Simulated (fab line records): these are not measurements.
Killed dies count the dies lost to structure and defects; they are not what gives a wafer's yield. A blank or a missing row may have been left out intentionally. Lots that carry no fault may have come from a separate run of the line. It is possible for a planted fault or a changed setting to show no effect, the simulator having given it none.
Problem report in the 8D (eight disciplines) form, filled by code	flow sky130	the parts of the form that need people (team, actions taken, sign-off) are left out

1. WHAT IS WRONG
Wafers without a fault read 25, standard deviation 5.3; killed at contacts at SKY_PAD_OPEN_PROBE_99 reads a mean of 76 on 2 wafers belonging to 2 lots. Relative to the usual mean, that is a shift of +9.6 standard deviations.
First observed at day 49 17:31: wafer L326.5, on prober-01. At this step, 6 wafers from 2 lots have a number in the record. Rule for "out", or "out of limits": more than 4 standard deviations from the usual mean. The rest of the wafers with a number are treated as sound.

2. WHAT IT IS AND WHAT IT IS NOT
question	is	is not
which readings at this step	killed at contacts, killed dies	killed_at_M0_to_M3, killed_at_M4_up, killed at front end, killed at other, killed on rim, killed open, killed short
which lots	L325, L326	-
which wafers of those lots	L325.6, L326.5	L325.1, L325.3, L326.1, L326.6
read on which tools	prober-01, prober-02	-
when	from day 49 17:31	up to then (1 sound wafer); but 3 sound wafers of L325, L326 came after

3. SUSPECTS, AND WHAT RULES EACH OUT
Counting: any tool at a process step up to the reading remains a suspect provided it ran every lot that is out. Sound lots after the first of them don't rule it out here, since some wafers of a struck lot are sound.
- plasma asher-03 at SKY_CONTACT_STRIP_19 (strips in O2/N2): kept. It ran every lot that is out, first L326 (day 36 17:43).
- Within plasma asher-03 at SKY_CONTACT_STRIP_19: the wafers that are out ran in chamber 0; their sound lot-mates ran in chamber 1.
The count leaves plasma asher-03 at SKY_CONTACT_STRIP_19.

4. THE CAUSE (what the simulator had put in)
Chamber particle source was plasma asher-03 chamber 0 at SKY_CONTACT_STRIP_19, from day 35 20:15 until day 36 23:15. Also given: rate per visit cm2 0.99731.
The count eliminated every tool but this one.

5. THE EFFECT CHAIN, in route order
One row per reading whose mean, taken over the struck wafers that have a number, lies over 3 standard deviations from the usual. Only readings for which the record gives a usual standard deviation are gone through. hours: the time from each lot's start at the first step in this table that gives one to its start at this step, as a median over the lots. sigmas: the change in usual standard deviations.
hours	step	reading	usual	on struck wafers	change	sigmas
0	SKY_PAD_OPEN_PROBE_99	killed at contacts	25	76	+51	+9.6
0	SKY_PAD_OPEN_PROBE_99	killed dies	87	136	+50	+4.9
Its process steps:
- SKY_PAD_OPEN_PROBE_99

6. WHAT WOULD HAVE CAUGHT IT SOONER
In this record no reading fell out of limits until day 49 17:31, 333 hours after the fault had begun at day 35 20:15.
An alarm limit of 4 standard deviations would not have fired on the tool readings at SKY_CONTACT_STRIP_19 for which the record gives a usual standard deviation, since none of them was out on any struck wafer.
The start of SKY_CONTACT_STRIP_19 on plasma asher-03 came by day 49 17:31 for every one of the lots that are out (2). Tool hold at that time: it would have spared none of them.
